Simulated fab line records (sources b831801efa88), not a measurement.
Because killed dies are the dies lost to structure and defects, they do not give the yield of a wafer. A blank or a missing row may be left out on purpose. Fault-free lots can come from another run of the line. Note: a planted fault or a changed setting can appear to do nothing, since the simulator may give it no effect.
fab line records	flow gf180mcu
[record] lots = 14	wafers = 42	lastDay = 34
route steps=602 shown SAB@264 SALICIDE@280 CONTACT@290
lots with no fault: from the same line, run without faults
startH: the number of hours between the record's first day and the start of the first shown wafer of the lot	waitH: how many hours have passed since the lot's step before this one	" identical to the entry in the row above	L1.1+2: several wafers, shown together as one row	- no value, or no start given	* or withheld: withheld	< > ~ a bound
route shown NAME@n: names a module that has steps shown in the file, with the first one's number in the route	usual: average and standard deviation across the fault-free wafers	same: alike in all rows	chamber/n: place in a boat	sites: per-site readings	_std_site: standard deviation of those values	_edge_site: inner sites' mean taken away from outer sites' mean	radiusMm: how far each site lies from the wafer's centre	mask NAME#n: copy n	behind: the last tool/chamber to shape the wafer	hold: cause of the lot's hold/its duration in hours/its outcome	device: whichever transistor did not switch (one of n, p or np)	end of line: the same wafers' tests at the end of the route	a step without rows: its recipe alone	killed: at the first sort, the dies lost to defects and structure; wafer yield is something else	map: a wafer's dies, marking killed ones x, the rest . and places with no die _
set.NAME: setting as actually run; set.NAME@STEP: the setting as run at that earlier step	model.NAME: the simulator's own value behind a step, which no gauge read
route steps across a sampled set of lots; one table per step, one row per wafer
services: the hour from which a tool's chamber was out of use, counted from the record's first day as startH (under 0 if before that day), plus the number of hours and why
[[steps]]
[step GF_SAB_CVD_00]
[recipe] material = SiO2	targetThkNm = 50	precursor = TEOS	tempC = 400	timeS = 4.9302	rfW = 583.2
[usual] heaterPowerW = 647/100	rfFwdPowerW = 570.4/2.2
lot.wafer	tool	chamber	startH	waitH	heaterPowerW	rfFwdPowerW
L315.3	pecvd-01	1	343.95	0.1	522	571.9
L315.4	"	1	"	"	522	573.1
L315.5	"	0	"	"	663	575.2
L316.1	pecvd-03	0	354.30	0.1	746	568.4
L316.4	"	2	"	"	760	570.2
L316.6	"	1	"	"	731	569.1
L318.3	pecvd-03	1	369.89	0.1	671	568.1
L318.5	"	1	"	"	676	569.1
L318.6	"	2	"	"	806	566.4
L319.4	pecvd-03	1	380.31	0.0	700	571.9
L319.5	"	0	"	"	816	570.9
L319.6	"	2	"	"	835	569.8
L320.1	pecvd-02	1	385.72	0.1	759	568.3
L320.2	"	2	"	"	452	569.3
L320.4	"	1	"	"	741	568.8
L321.1	pecvd-02	2	400.76	0.1	412	568.1
L321.3	"	1	"	"	732	569.5
L321.6	"	1	"	"	734	568.0
L322.1	pecvd-02	1	403.05	0.1	669	566.6
L322.5	"	1	"	"	693	570.4
L322.6	"	0	"	"	576	571.4
L324.1	pecvd-01	0	418.37	0.1	639	572.2
L324.2	"	1	"	"	540	573.9
L324.6	"	0	"	"	653	572.5
L325.3	pecvd-01	0	428.86	0.1	672	-
L325.4	"	0	"	"	659	-
L325.5	"	1	"	"	608	-
L326.3	pecvd-02	0	450.49	0.1	594	571.8
L326.5	"	1	"	"	714	570.6
L326.6	"	0	"	"	580	572.1
L327.2	pecvd-01	2	454.88	0.1	570	-
L327.3	"	1	"	"	564	-
L327.5	"	0	"	"	727	-
L328.1	pecvd-01	2	457.29	0.1	662	-
L328.2	"	1	"	"	617	-
L328.3	"	0	"	"	726	-
L333.1	pecvd-02	0	502.90	0.1	564	575.0
L333.4	"	2	"	"	515	569.0
L333.5	"	1	"	"	675	568.3
L335.1	pecvd-03	1	508.94	0.1	600	569.3
L335.3	"	2	"	"	836	568.7
L335.5	"	1	"	"	624	568.5
[step GF_SAB_THK_MEAS_01]
[recipe] reads = SiO2_of_SAB_CVD_00
[usual] SAB_CVD_00_THK = 49.5/0.75
lot.wafer	tool	chamber	startH	waitH	SAB_CVD_00_THK[nm]
L315.3	filmMetro-04	-	343.99	0.0	49.3
L315.4	"	-	"	"	49.8
L315.5	"	-	"	"	48.9
L316.1	filmMetro-02	-	354.32	0.0	50.7
L316.4	"	-	"	"	50.8
L316.6	"	-	"	"	51.0
L318.3	filmMetro-04	-	369.93	0.0	50.1
L318.5	"	-	"	"	51.0
L318.6	"	-	"	"	50.7
L319.4	filmMetro-03	-	380.35	0.0	50.3
L319.5	"	-	"	"	50.0
L319.6	"	-	"	"	50.5
L320.1	filmMetro-03	-	385.75	0.0	49.7
L320.2	"	-	"	"	49.8
L320.4	"	-	"	"	50.6
L321.1	filmMetro-04	-	400.78	0.0	49.8
L321.3	"	-	"	"	50.3
L321.6	"	-	"	"	50.6
L322.1	filmMetro-03	-	403.08	0.0	50.0
L322.5	"	-	"	"	50.1
L322.6	"	-	"	"	49.7
L324.1	filmMetro-04	-	418.39	0.0	48.9
L324.2	"	-	"	"	49.0
L324.6	"	-	"	"	49.9
L325.3	filmMetro-03	-	428.90	0.0	44.6
L325.4	"	-	"	"	45.0
L325.5	"	-	"	"	44.9
L326.3	filmMetro-04	-	450.53	0.0	49.1
L326.5	"	-	"	"	50.1
L326.6	"	-	"	"	49.6
L327.2	filmMetro-03	-	454.91	0.0	44.1
L327.3	"	-	"	"	44.0
L327.5	"	-	"	"	44.4
L328.1	filmMetro-02	-	457.31	0.0	43.7
L328.2	"	-	"	"	44.1
L328.3	"	-	"	"	44.2
L333.1	filmMetro-02	-	502.92	0.0	48.2
L333.4	"	-	"	"	48.8
L333.5	"	-	"	"	49.5
L335.1	filmMetro-02	-	508.96	0.0	49.8
L335.3	"	-	"	"	50.2
L335.5	"	-	"	"	50.6
[step GF_SALICIDE_SPUTTER_02]
[recipe] material = Co	targetThkNm = 10	powerW = 1000	timeS = 20	chamberPressurePa = 0.4
[usual] throttleValvePct = 30.2/0.97
[same] timeS = 20
lot.wafer	tool	chamber	startH	waitH	throttleValvePct
L315.3	pvdSputter-04	-	365.31	0.0	29.2
L315.4	"	-	"	"	30.2
L315.5	"	-	"	"	31.3
L316.1	pvdSputter-02	-	376.59	0.0	30.1
L316.4	"	-	"	"	29.0
L316.6	"	-	"	"	28.8
L318.3	pvdSputter-04	-	393.05	0.0	31.3
L318.5	"	-	"	"	28.7
L318.6	"	-	"	"	31.3
L319.4	pvdSputter-02	-	403.16	0.0	30.2
L319.5	"	-	"	"	31.2
L319.6	"	-	"	"	31.2
L320.1	pvdSputter-01	-	409.29	0.0	30.7
L320.2	"	-	"	"	28.4
L320.4	"	-	"	"	29.4
L321.1	pvdSputter-02	-	424.77	0.0	31.2
L321.3	"	-	"	"	31.2
L321.6	"	-	"	"	30.1
L322.1	pvdSputter-01	-	427.08	0.0	28.5
L322.5	"	-	"	"	29.4
L322.6	"	-	"	"	28.6
L324.1	pvdSputter-04	-	443.07	0.0	28.9
L324.2	"	-	"	"	31.0
L324.6	"	-	"	"	30.5
L325.3	pvdSputter-02	-	454.41	0.0	30.2
L325.4	"	-	"	"	31.0
L325.5	"	-	"	"	30.2
L326.3	pvdSputter-04	-	475.13	0.0	28.9
L326.5	"	-	"	"	31.2
L326.6	"	-	"	"	28.9
L327.2	pvdSputter-01	-	479.48	0.0	29.3
L327.3	"	-	"	"	30.5
L327.5	"	-	"	"	29.2
L328.1	pvdSputter-02	-	481.68	0.0	30.3
L328.2	"	-	"	"	29.0
L328.3	"	-	"	"	30.9
L333.1	pvdSputter-02	-	527.02	0.0	31.3
L333.4	"	-	"	"	31.1
L333.5	"	-	"	"	29.0
L335.1	pvdSputter-01	-	532.26	0.0	28.8
L335.3	"	-	"	"	30.5
L335.5	"	-	"	"	29.5
[step GF_SALICIDE_THK_MEAS_05]
[recipe] thkMeasGauge = xrf	reads = TiN_of_SALICIDE_SPUTTER_03
[usual] SALICIDE_TIN_THK = 20.11/0.29
lot.wafer	tool	chamber	startH	waitH	SALICIDE_TIN_THK[nm]
L315.3	filmMetro-01	-	365.51	0.1	20.05
L315.4	"	-	"	"	20.26
L315.5	"	-	"	"	20.60
L316.1	filmMetro-01	-	376.76	0.1	20.17
L316.4	"	-	"	"	20.02
L316.6	"	-	"	"	19.90
L318.3	filmMetro-01	-	393.24	0.1	20.42
L318.5	"	-	"	"	19.97
L318.6	"	-	"	"	20.63
L319.4	filmMetro-01	-	403.37	0.1	20.08
L319.5	"	-	"	"	20.10
L319.6	"	-	"	"	20.32
L320.1	filmMetro-04	-	409.46	0.1	20.23
L320.2	"	-	"	"	20.44
L320.4	"	-	"	"	20.39
L321.1	filmMetro-01	-	424.95	0.1	20.01
L321.3	"	-	"	"	20.40
L321.6	"	-	"	"	20.23
L322.1	filmMetro-03	-	427.26	0.1	19.74
L322.5	"	-	"	"	20.06
L322.6	"	-	"	"	19.90
L324.1	filmMetro-03	-	443.24	0.1	19.63
L324.2	"	-	"	"	19.87
L324.6	"	-	"	"	19.70
L325.3	filmMetro-03	-	454.60	0.1	20.13
L325.4	"	-	"	"	19.72
L325.5	"	-	"	"	19.92
L326.3	filmMetro-04	-	475.33	0.1	19.68
L326.5	"	-	"	"	20.00
L326.6	"	-	"	"	19.61
L327.2	filmMetro-01	-	479.67	0.1	20.72
L327.3	"	-	"	"	20.62
L327.5	"	-	"	"	20.61
L328.1	filmMetro-03	-	481.85	0.1	20.61
L328.2	"	-	"	"	20.26
L328.3	"	-	"	"	20.32
L333.1	filmMetro-04	-	527.19	0.1	20.46
L333.4	"	-	"	"	19.85
L333.5	"	-	"	"	20.24
L335.1	filmMetro-01	-	532.43	0.1	20.26
L335.3	"	-	"	"	20.09
L335.5	"	-	"	"	19.94
[step GF_CONTACT_THK_MEAS_03]
[recipe] reads = SiO2_of_CONTACT_CVD_02
[usual] CONTACT_CVD_02_THK = 863/14
lot.wafer	tool	chamber	startH	waitH	CONTACT_CVD_02_THK[nm]
L315.3	filmMetro-03	-	366.03	0.1	844
L315.4	"	-	"	"	858
L315.5	"	-	"	"	863
L316.1	filmMetro-02	-	377.29	0.0	873
L316.4	"	-	"	"	897
L316.6	"	-	"	"	884
L318.3	filmMetro-01	-	393.87	0.1	834
L318.5	"	-	"	"	856
L318.6	"	-	"	"	871
L319.4	filmMetro-03	-	403.89	0.0	847
L319.5	"	-	"	"	866
L319.6	"	-	"	"	861
L320.1	filmMetro-01	-	409.99	0.0	846
L320.2	"	-	"	"	842
L320.4	"	-	"	"	861
L321.1	filmMetro-02	-	425.48	0.0	874
L321.3	"	-	"	"	861
L321.6	"	-	"	"	875
L322.1	filmMetro-01	-	427.78	0.0	850
L322.5	"	-	"	"	840
L322.6	"	-	"	"	859
L324.1	filmMetro-03	-	443.90	0.1	854
L324.2	"	-	"	"	863
L324.6	"	-	"	"	868
L325.3	filmMetro-01	-	455.13	0.1	872
L325.4	"	-	"	"	896
L325.5	"	-	"	"	885
L326.3	filmMetro-03	-	475.86	0.1	829
L326.5	"	-	"	"	856
L326.6	"	-	"	"	867
L327.2	filmMetro-03	-	480.19	0.0	864
L327.3	"	-	"	"	853
L327.5	"	-	"	"	869
L328.1	filmMetro-02	-	482.40	0.0	873
L328.2	"	-	"	"	851
L328.3	"	-	"	"	865
L333.1	filmMetro-03	-	527.82	0.0	867
L333.4	"	-	"	"	880
L333.5	"	-	"	"	878
L335.1	filmMetro-01	-	532.96	0.0	860
L335.3	"	-	"	"	843
L335.5	"	-	"	"	871
[[services]]
tool	chamber	startH	hours	kind
pecvd-02	-	329.21	0.5	repair
pecvd-03	2	337.51	8.7	repair
pecvd-02	-	357.92	0.5	repair
pecvd-01	-	368.88	14.0	pm
pecvd-01	0	368.88	14.0	ventCycle
pecvd-01	1	368.88	14.0	ventCycle
pecvd-01	2	368.88	14.0	ventCycle
pecvd-02	0	369.31	17.6	repair
pecvd-01	0	382.88	-	clean
pecvd-01	1	382.88	-	clean
pecvd-01	2	382.88	-	clean
pecvd-01	-	396.08	0.3	repair
pvdSputter-04	3	422.57	-	consumableReplace:kit
pvdSputter-04	3	422.57	18.0	scheduledDown
pvdSputter-04	3	422.57	18.0	ventCycle
pecvd-01	1	440.52	3.6	repair
pecvd-01	2	445.74	5.2	repair
pvdSputter-04	-	452.22	3.9	repair
pvdSputter-01	0	454.57	-	consumableReplace:kit
pvdSputter-01	0	454.57	18.0	scheduledDown
pvdSputter-01	0	454.57	18.0	ventCycle
pecvd-01	-	459.17	6.0	pm
pecvd-01	-	469.41	1.8	repair
[[key]]
[firstSign] step = GF_SAB_THK_MEAS_01	reading = SAB_CVD_00_THK	direction = down	sigmas = 6.9	usual = 49.5	struck = 44.3
effect none on later readings
metAt GF_SAB_CVD_00
struckLots L325,L327,L328
testerLeftOut L325,L327,L328
notActingAt GF_SALICIDE_SPUTTER_02,GF_SALICIDE_THK_MEAS_05,GF_CONTACT_THK_MEAS_03
onsetBetween 418.37 428.86
[fault] kind = processParameterDrift	tool = pecvd-01	chamber = -	onsetH = 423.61	steps = GF_SAB_CVD_00	channel = timeS	offset = *	shape = step	endH = 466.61	actsIn = *	stated = *
// testerLeftOut: of these lots the tester's yield and bins aren't shown, on N5 and GAA mostly nor the transistor test; their killed dies are dies lost to structure and defects alone, not to doping, threshold or leakage, so they don't give the yield
